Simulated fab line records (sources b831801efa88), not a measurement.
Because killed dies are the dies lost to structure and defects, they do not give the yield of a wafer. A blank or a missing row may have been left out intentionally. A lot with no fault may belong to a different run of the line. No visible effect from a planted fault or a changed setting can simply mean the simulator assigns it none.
Split-lot study -- flow sfq-line -- route with 325 steps; 5 lots, 23 wafers read

ABOUT THE SPLIT
At SFQ_TRILAYER_JJ_CE_LITHO_COAT_114 (resist thk 600 nm), the setting resist-thk-nm was moved away from the recipe's 600 nm on 9 of the 23 wafers read, by -5.5% to +5.2%. The other wafers ran this setting at the recipe's value.

The reading comes from the split's own step.

THE READING
KrF_of_TRILAYER_JJ_CE_LITHO_COAT_114.thk-nm (the simulator's own value, which no gauge read), in nm, at SFQ_TRILAYER_JJ_CE_LITHO_COAT_114 (resist thk 600 nm). There is no usual value for it anywhere in the file. Here, 14 wafers ran the recipe; their average is 600.1 nm with a standard deviation of 2.2 nm.

wafer,"tool, chamber at the split","resist-thk-nm as run, nm",against the recipe,"KrF_of_TRILAYER_JJ_CE_LITHO_COAT_114.thk-nm, nm",against lot-mates on the recipe
L077.1,"litho-track-02, 0",600,recipe,601.7,-
L077.2,"litho-track-02, 0",600,recipe,599.3,-
L077.3,"litho-track-02, 0",600,recipe,600.5,-
L082.1,"litho-track-02, 0",566.8,-5.5%,565.2,-31.4
L082.2,"litho-track-02, 0",600,recipe,597.3,-
L082.3,"litho-track-02, 0",600,recipe,596,-
L082.5,"litho-track-02, 0",566.8,-5.5%,565.3,-31.4
L082.6,"litho-track-02, 0",566.8,-5.5%,565.4,-31.2
L083.1,"litho-track-02, 0",600,recipe,599.3,-
L083.2,"litho-track-02, 0",600,recipe,600.6,-
L083.4,"litho-track-02, 0",600,recipe,599.4,-
L083.5,"litho-track-02, 0",600,recipe,600,-
L083.6,"litho-track-02, 0",600,recipe,597.9,-
L084.1,"litho-track-02, 0",631.5,+5.2%,634.2,+30.4
L084.2,"litho-track-02, 0",600,recipe,602.9,-
L084.3,"litho-track-02, 0",631.5,+5.2%,635.2,+31.4
L084.4,"litho-track-02, 0",631.5,+5.2%,635.4,+31.6
L084.5,"litho-track-02, 0",600,recipe,604.8,-
L085.1,"litho-track-04, 0",588.4,-1.9%,589.6,-11.1
L085.2,"litho-track-04, 0",600,recipe,601,-
L085.3,"litho-track-04, 0",588.4,-1.9%,588.8,-11.9
L085.4,"litho-track-04, 0",600,recipe,600.4,-
L085.5,"litho-track-04, 0",588.4,-1.9%,591,-9.7

THE FIT
A straight line over all 23 wafers: KrF_of_TRILAYER_JJ_CE_LITHO_COAT_114.thk-nm changes by +6.4 nm for each +1% of resist-thk-nm; r = +0.99; the points scatter about the line by 2 nm.
The same after taking each lot's own level away (the mean of its wafers on the recipe; 23 wafers): +5.79 nm for each +1%; r = +1.00; scatter 0.85 nm.
That fit puts the effect of the largest move of resist-thk-nm on the reading at 32 nm.
The span of the lots' own levels, 596.65 to 603.85 nm, comes to 3.3 times the standard deviation stated above.
So the lot-to-lot level changes the slope: the two fits differ.
Check: with one of the wafers moved furthest among these (-5.5%) left out of the fit, the line predicts -31.9 nm for it against its lot-mates. Against them it came out at -31.4 nm.

THESE WAFERS: OTHER SPLITS
These wafers also went through other splits before the reading. Each is held against what the fit with the lots' levels taken away leaves over:
other split on the same wafers,wafers away from the commonest value,r with KrF_of_TRILAYER_JJ_CE_LITHO_COAT_114.thk-nm (lot level and that fit taken away)
SFQ_TRILAYER_I2_VIA_LITHO_COAT_067 spin-rpm,4,+0.01
SFQ_TRILAYER_M3_DEP_SPUTTER_073 power-w,9,+0.05
SFQ_TRILAYER_M3_LITHO_COAT_075 spin-rpm,4,-0.17
SFQ_TRILAYER_I3_CMP_CMP_082 down-force-psi,6,+0.25
SFQ_TRILAYER_M4_DEP_SPUTTER_091 time-s,7,-0.15
SFQ_TRILAYER_M4_LITHO_COAT_093 resist-thk-nm,10,+0.23
SFQ_TRILAYER_M4_LITHO_PEB_096 peb-time-s,7,+0.02
SFQ_TRILAYER_M4_ETCH_METAL_ETCH_096 bias-w,8,-0.40
SFQ_TRILAYER_JJ_TRILAYER_DEP_SPUTTER_110 time-s,5,-0.07

FILE'S OWN FIT
KrF_of_TRILAYER_JJ_CE_LITHO_COAT_114.thk-nm changes by +5.77 nm for each +1% of resist-thk-nm, r = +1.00.
